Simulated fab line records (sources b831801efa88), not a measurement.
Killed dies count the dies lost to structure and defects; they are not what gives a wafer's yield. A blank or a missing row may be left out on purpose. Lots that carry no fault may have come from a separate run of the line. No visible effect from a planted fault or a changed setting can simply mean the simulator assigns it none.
Matching of chambers :: flow sky130 :: SKY_LI_CONTACT_ETCH_14 on rie-diel-04 has 4 sister chambers
The step etches BARC in N2/H2, stops on SiO2, time 45.9 s, target depth 60 nm. 4 wafers are shown with their chamber, then 9 later ones without.

WAFERS, EACH WITH ITS CHAMBER
wafer: L079.3
chamber: 2
drypump-motor-current-A (A): 5.5

wafer: L086.1
chamber: 0
drypump-motor-current-A (A): 5.1

wafer: L086.3
chamber: 1
drypump-motor-current-A (A): 5.3

wafer: L086.5
chamber: 3
drypump-motor-current-A (A): 4.7

WAFERS WITH NO CHAMBER GIVEN
wafer: L090.1
drypump-motor-current-A (A): 4.7

wafer: L090.2
drypump-motor-current-A (A): 5.2

wafer: L090.6
drypump-motor-current-A (A): 5.2

wafer: L091.1
drypump-motor-current-A (A): 5.2

wafer: L091.3
drypump-motor-current-A (A): 4.7

wafer: L091.6
drypump-motor-current-A (A): 5.5

wafer: L092.1
drypump-motor-current-A (A): 5.4

wafer: L092.2
drypump-motor-current-A (A): 5.2

wafer: L092.6
drypump-motor-current-A (A): 5.5

CHAMBER TAKEN BY EACH
wafer: L090.1
from the rows above: 3
in truth: 3

wafer: L090.2
from the rows above: can't be placed: 1 or 0
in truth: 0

wafer: L090.6
from the rows above: can't be placed: 1 or 0
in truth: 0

wafer: L091.1
from the rows above: can't be placed: 1 or 0
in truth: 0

wafer: L091.3
from the rows above: 3
in truth: 3

wafer: L091.6
from the rows above: 2
in truth: 2

wafer: L092.1
from the rows above: can't be placed: 2 or 1
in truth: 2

wafer: L092.2
from the rows above: can't be placed: 1 or 0
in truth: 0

wafer: L092.6
from the rows above: 2
in truth: 2
Correct placement for 4 of the 9. From these rows, 5 cannot be placed; in 5 the true chamber is one of the candidates. Placed wrongly: 0.
How it was worked out, from the rows above alone: a wafer's distance from a chamber is the root of the sum, over the readings, of the square of ((its reading less the chamber's mean) divided by the reading's scatter). If the next closest chamber is less than 2 further off than the closest, the wafer can't be placed; otherwise it belongs to the closest. Each chamber's mean is taken over the wafers shown for it. The scatter: with one shown wafer a chamber, the root of the mean of the squares of how far each hidden wafer lies from its nearest shown one.
